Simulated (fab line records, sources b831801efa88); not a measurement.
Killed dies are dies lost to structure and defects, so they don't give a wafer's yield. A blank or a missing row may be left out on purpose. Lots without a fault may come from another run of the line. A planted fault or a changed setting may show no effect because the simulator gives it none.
One fault seen from 2 desks | flow sky130 | each desk has only its own numbers; what lay behind them comes last

THE METROLOGY DESK
What the gauges read, lot by lot, whatever tool the lot ran on: means of the sampled wafers that have a number. A lot is out of limits, marked OUT, if its mean lies more than 4 standard deviations from the usual mean; the brackets give that distance.
Columns: A = INCOMING_BOW at SKY_FIELD_ISO_BOW_MEAS_00, usual 0 um; B = FIELD_ISO_CVD_03_THK at SKY_FIELD_ISO_THK_MEAS_04, usual 166.3 nm; C = PWDE_OVL at SKY_PWDE_OVL_MEAS_07, usual -0.5 nm
lot  | first seen here | A  | B     | C
L243 | day 1 10:00     | 8  | 165.6 | 0.4
L246 | day 2 01:00     | -1 | 168.8 | 0.4
L247 | day 2 06:01     | 7  | 167.5 | 0.1
L248 | day 2 11:02     | -4 | 165.8 | 0.5
L249 | day 2 16:02     | 1  | 168.2 | -1.4
L250 | day 2 21:00     | -1 | 167.4 | -1.5
L252 | day 3 07:00     | 2  | 167.0 | -0.3
L253 | day 3 12:02     | -5 | 165.1 | 1.2
L254 | day 3 17:01     | -2 | 167.5 | 2.1
L256 | day 4 03:02     | 0  | 165.3 | 0.0
L257 | day 4 08:00     | -1 | 165.3 | -1.3
L259 | day 4 18:00     | -6 | 165.9 | -2.1
L261 | day 5 04:02     | -3 | 165.1 | -1.1
L264 | day 5 19:00     | 5  | 168.4 | -0.1
This desk's finding: nothing out of limits on any of the 14 lots.

THE TOOL OWNER'S DESK: krf_scanner-02
The tool's own readings at SKY_FIELD_ISO_EXPOSE_10 (exposes mask FOM, target cd 150 nm): means of the sampled wafers that have a number, for each lot that ran on this tool. A lot is out of limits, marked OUT, if its mean lies more than 4 standard deviations from the usual mean; the brackets give that distance.
Columns: A = exposure_dose_mJ_cm2 at SKY_FIELD_ISO_EXPOSE_10, usual 27.989
lot  | first seen here | A
L246 | day 2 19:11     | 28.028
L248 | day 2 23:43     | 27.994
L249 | day 3 04:07     | 27.977
L250 | day 3 10:13     | 28.005
L254 | day 4 04:53     | 27.855 (-5.0) OUT
L257 | day 4 21:29     | 27.786 (-7.5) OUT
This desk's finding: out of limits on L254, L257; first on L254, day 4 04:53 (exposure_dose_mJ_cm2 at SKY_FIELD_ISO_EXPOSE_10). In limits: L246, L248, L249, L250.

PUT TOGETHER
The tool owner's desk could have raised an alarm at day 4 04:53, on L254, L257.
The metrology desk saw nothing out of limits.
The metrology desk has L254, L257 on record, within its limits.
Of the lots named, all ran SKY_FIELD_ISO_EXPOSE_10 on krf_scanner-02.

WHAT THE SIMULATOR HAD PUT IN
Process parameter drift: krf_scanner-02, from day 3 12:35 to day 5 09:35, at SKY_FIELD_ISO_EXPOSE_10. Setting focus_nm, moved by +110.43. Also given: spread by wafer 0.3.
Lots struck among those shown: L254, L257.
Hours from the fault's start to each desk's first reading out of limits: the tool owner's desk, 16.
